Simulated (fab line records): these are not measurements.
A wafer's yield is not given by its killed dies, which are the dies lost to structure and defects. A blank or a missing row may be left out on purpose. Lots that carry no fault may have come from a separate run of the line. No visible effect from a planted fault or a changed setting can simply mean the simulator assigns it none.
fab line records -- flow gf180mcu
[record] lots = 5, wafers = 23
route steps=602 shown PASSIVATION@594
start_h: the number of hours between the record's first day and the start of the first shown wafer of the lot -- wait_h: hours elapsed since this lot's preceding step -- " the same as in the row above -- L1.1+2: one row covering several wafers at once -- - no value, or no start was given -- * or withheld: withheld -- < > ~ a bound
route shown NAME@n: NAME is a module with steps in the file, n the number in the route of the first one -- usual: the fault-free wafers' mean and standard deviation -- same: alike in all rows -- chamber/n: place in a boat -- sites: readings site by site -- _std_site: standard deviation across them -- _edge_site: the outer-site mean with the inner-site mean subtracted -- radius_mm: for every site, how far away it sits from the centre of the wafer -- mask NAME#n: copy n -- behind: the most recent tool/chamber to have shaped the wafer -- hold: why the lot was held/for how many hours/how that ended -- device: the n, p or np transistor that did not switch -- end of line: the same wafers' tests at the end of the route -- where a step has no rows: the recipe by itself -- killed: at the first sort, the dies lost to defects and structure; wafer yield is something else -- map: dies across one wafer; x = killed, . = not, _ = none there
set.NAME: the setting that was run; set.NAME@STEP: the one run at that earlier step -- model.NAME: the simulator's own value behind a step, which no gauge read
lots run with intentionally changed settings; tables by step, rows by wafer
[[steps]]
[step GF_PASSIVATION_SOFTBAKE_07]
[recipe] temp_c = 110, time_s = withheld
lot.wafer,tool,chamber,start_h,wait_h,set.temp_c
L075.1+3,litho_track-03,0,661.51,0.1,110
L075.2+5+6,litho_track-03,0,661.51,0.1,112.3
L076.1+2+5,litho_track-01,0,674.17,0.1,113.1
L076.3+6,litho_track-01,0,674.17,0.1,110
L079.1+2+3+4+5,litho_track-03,0,690.31,0.1,110
L080.1+2+6,litho_track-01,0,701.57,0.1,110
L085.1+2+4+5+6,litho_track-03,0,736.41,0.1,110
[step GF_PASSIVATION_EXPOSE_08]
[recipe] mask_id = Pad, target_cd_nm = 40000, na = 0.57, dose_mj = 310
[step GF_PASSIVATION_PEB_09]
[recipe] temp_c = 115, time_s = withheld
[step GF_PASSIVATION_DEVELOP_10]
[recipe] develop_time_s = 62.52, dev_temp_c = 23
[step GF_PASSIVATION_ETCH_11]
[recipe] chemistry = CF4/O2, target_depth_nm = 1800, stop_on = TiN, source_w = 800, bias_w = 150, pressure_mtorr = 150, cf4_flow_sccm = 80, O2_flow_sccm = 10, time_s = 400
[usual] oes_product_au = 0.964/0.0071
lot.wafer,tool,chamber,start_h,wait_h,set.time_s@PASSIVATION_CVD_00,oes_product_au
L075.1,rie_diel-01,0,671.47,-,100.3,0.913
L075.2,rie_diel-01,3,671.47,-,111.95,0.963
L075.3,rie_diel-01,1,671.47,-,100.3,0.926
L075.5,rie_diel-01,3,671.47,-,111.95,0.970
L075.6,rie_diel-01,0,671.47,-,100.3,0.925
L076.1,rie_diel-03,3,683.17,-,111.95,0.952
L076.2,rie_diel-03,0,683.17,-,111.95,0.967
L076.3,rie_diel-03,1,683.17,-,111.95,0.955
L076.5,rie_diel-03,2,683.17,-,111.95,0.967
L076.6,rie_diel-03,1,683.17,-,111.95,0.970
L079.1,rie_diel-01,0,699.62,-,111.95,0.950
L079.2,rie_diel-01,1,699.62,-,99.04,0.920
L079.3,rie_diel-01,2,699.62,-,111.95,0.959
L079.4,rie_diel-01,1,699.62,-,111.95,0.967
L079.5,rie_diel-01,2,699.62,-,99.04,0.933
L080.1,rie_diel-01,2,710.41,-,111.95,0.955
L080.2,rie_diel-01,1,710.41,-,111.95,0.967
L080.6,rie_diel-01,0,710.41,-,111.95,0.966
L085.1,rie_diel-03,1,745.02,-,111.95,0.961
L085.2,rie_diel-03,3,745.02,-,101.4,0.930
L085.4,rie_diel-03,0,745.02,-,111.95,0.977
L085.5,rie_diel-03,2,745.02,-,101.4,0.930
L085.6,rie_diel-03,3,745.02,-,111.95,0.956
[step GF_PASSIVATION_STRIP_12]
[recipe] chemistry = O2/N2, power_w = 1400, pressure_mtorr = 1500, platen_temp_c = 250, o2_flow_sccm = 3000, n2_flow_sccm = 300, overash_fraction = 0.5
[usual] oes_product_au = 0.719/0.0042, strip_time_to_endpoint_s = 34.79/0.18
lot.wafer,tool,chamber,start_h,wait_h,set.power_w,oes_product_au,strip_time_to_endpoint_s
L075.1,plasma_asher-02,0,671.71,0.1,1400,0.717,34.87
L075.2,plasma_asher-02,1,671.71,0.1,1400,0.716,34.53
L075.3,plasma_asher-02,0,671.71,0.1,1400,0.717,34.94
L075.5,plasma_asher-02,1,671.71,0.1,1400,0.717,34.61
L075.6,plasma_asher-02,0,671.71,0.1,1400,0.726,34.55
L076.1,plasma_asher-02,1,683.41,0.1,1400,0.725,34.60
L076.2,plasma_asher-02,0,683.41,0.1,1400,0.721,34.61
L076.3,plasma_asher-02,0,683.41,0.1,1400,0.718,35.03
L076.5,plasma_asher-02,1,683.41,0.1,1400,0.718,34.87
L076.6,plasma_asher-02,0,683.41,0.1,1400,0.719,35.06
L079.1,plasma_asher-02,1,699.86,0.1,1400,0.717,34.74
L079.2,plasma_asher-02,0,699.86,0.1,1532,0.767,32.44
L079.3,plasma_asher-02,0,699.86,0.1,1400,0.721,34.74
L079.4,plasma_asher-02,1,699.86,0.1,1532,0.764,32.50
L079.5,plasma_asher-02,0,699.86,0.1,1400,0.720,34.62
L080.1,plasma_asher-04,1,710.65,0.1,1400,0.713,34.62
L080.2,plasma_asher-04,0,710.65,0.1,1400,0.720,34.93
L080.6,plasma_asher-04,0,710.65,0.1,1400,0.718,34.75
L085.1,plasma_asher-03,1,745.26,0.1,1267,0.686,37.77
L085.2,plasma_asher-03,0,745.26,0.1,1400,0.721,34.63
L085.4,plasma_asher-03,1,745.26,0.1,1267,0.678,37.67
L085.5,plasma_asher-03,1,745.26,0.1,1267,0.679,37.86
L085.6,plasma_asher-03,0,745.26,0.1,1400,0.714,34.71
[[key]]
[split] step = GF_PASSIVATION_SOFTBAKE_07, setting = temp_c, stated = 110, by = wafer
response none clear
[split] step = GF_PASSIVATION_STRIP_12, setting = power_w, stated = 1400, by = wafer
[response] step = GF_PASSIVATION_STRIP_12, reading = oes_product_au, change = +0.00435, per = 1%, r = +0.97
[response] step = GF_PASSIVATION_STRIP_12, reading = strip_time_to_endpoint_s, change = *, per = 1%, r = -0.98
split outside_this_file step=GF_PASSIVATION_CVD_00 setting=time_s
// split outside_this_file: this setting was split too, and the file shows its column; the key of that split is in another file
